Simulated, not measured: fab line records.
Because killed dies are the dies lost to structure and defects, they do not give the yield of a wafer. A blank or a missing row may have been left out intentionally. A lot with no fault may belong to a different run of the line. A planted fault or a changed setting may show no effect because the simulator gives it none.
One fault through the eyes of 2 desks || flow gf180mcu || numbers are kept per desk, each desk with only its own; the story behind them comes last

THE METROLOGY DESK
What the gauges read for every lot (on any tool): the sampled wafers with a number, averaged. The brackets show how far a lot's mean lies from the usual mean; more than 4 standard deviations puts the lot out of limits, marked OUT.
Columns: A = cd-nm at GF_STI_CD_MEAS_12, usual 219.8 nm; B = STI_OXIDATION_01_THK at GF_STI_THK_MEAS_22, usual 14.94 nm; C = STI_CVD_23_THK at GF_STI_THK_MEAS_24, usual 621 nm; D = STI_OXIDATION_02_THK at GF_STI_THK_MEAS_30, usual 9.99 nm; E = DNWELL_TW at GF_DNWELL_TW_MEAS_09, usual 1354; F = NWELL_OVL at GF_NWELL_OVL_MEAS_07, usual -1.0 nm
{"lot": "L135", "first seen here": "day 2 22:41", "A": 220.4, "B": 15.23, "C": 620, "D": 10.04, "E": 1354, "F": -1.7}
{"lot": "L139", "first seen here": "day 3 20:44", "A": 220.8, "B": 14.97, "C": 615, "D": 9.89, "E": 1365, "F": -0.7}
{"lot": "L145", "first seen here": "day 5 01:26", "A": 219.7, "B": 15.01, "C": 630, "D": 10.16, "E": 1367, "F": -2.8}
{"lot": "L146", "first seen here": "day 5 06:11", "A": 220.1, "B": 14.77, "C": 620, "D": 9.81, "E": 1366, "F": -0.4}
{"lot": "L147", "first seen here": "day 5 11:30", "A": 220.5, "B": 15.11, "C": 626, "D": 10.08, "E": 1351, "F": -2.6}
{"lot": "L152", "first seen here": "day 6 15:03", "A": 220.3, "B": 15.35, "C": 617, "D": 9.70, "E": 1373, "F": -2.3}
{"lot": "L154", "first seen here": "day 7 03:00", "A": 220.4, "B": 15.05, "C": 620, "D": 10.32, "E": 1327, "F": 0.5}
Result from this desk: across the 7 lots, nothing is out of limits.

DESK OF THE TOOL OWNER: furnace-02
The tool's own readings at GF_STI_OXIDATION_21 (stabilise 600 s, purge 300 s, target thk 15 nm): means of the sampled wafers that have a number, for each lot that ran on this tool. The brackets show how far a lot's mean lies from the usual mean; more than 4 standard deviations puts the lot out of limits, marked OUT.
Columns: A = spike-tc-lower-C at GF_STI_OXIDATION_21, usual 1001.3 C; B = spike-tc-top-C at GF_STI_OXIDATION_21, usual 1009.7 C; C = tube-center-temp-C at GF_STI_OXIDATION_21, usual 1000 C; D = zone-power-centre-pct at GF_STI_OXIDATION_21, usual 21.4 %
{"lot": "L135", "first seen here": "day 3 00:22", "A": 1001.6, "B": 1007.6, "C": 1000, "D": 24.2}
{"lot": "L145", "first seen here": "day 5 02:11", "A": 1001.5, "B": 1007.2, "C": 1000, "D": 24.4}
{"lot": "L146", "first seen here": "day 5 06:52", "A": 1000.1, "B": 1007.8, "C": 1000, "D": 24.2}
{"lot": "L147", "first seen here": "day 5 12:14", "A": 1001.1, "B": 1007.3, "C": 1000, "D": 24.2}
Result from this desk: across the 4 lots, nothing is out of limits.

BROUGHT TOGETHER
Nothing out of limits was seen by the metrology desk.
Nothing out of limits was seen by the tool owner's desk.

WHAT THE SIMULATOR PUT IN
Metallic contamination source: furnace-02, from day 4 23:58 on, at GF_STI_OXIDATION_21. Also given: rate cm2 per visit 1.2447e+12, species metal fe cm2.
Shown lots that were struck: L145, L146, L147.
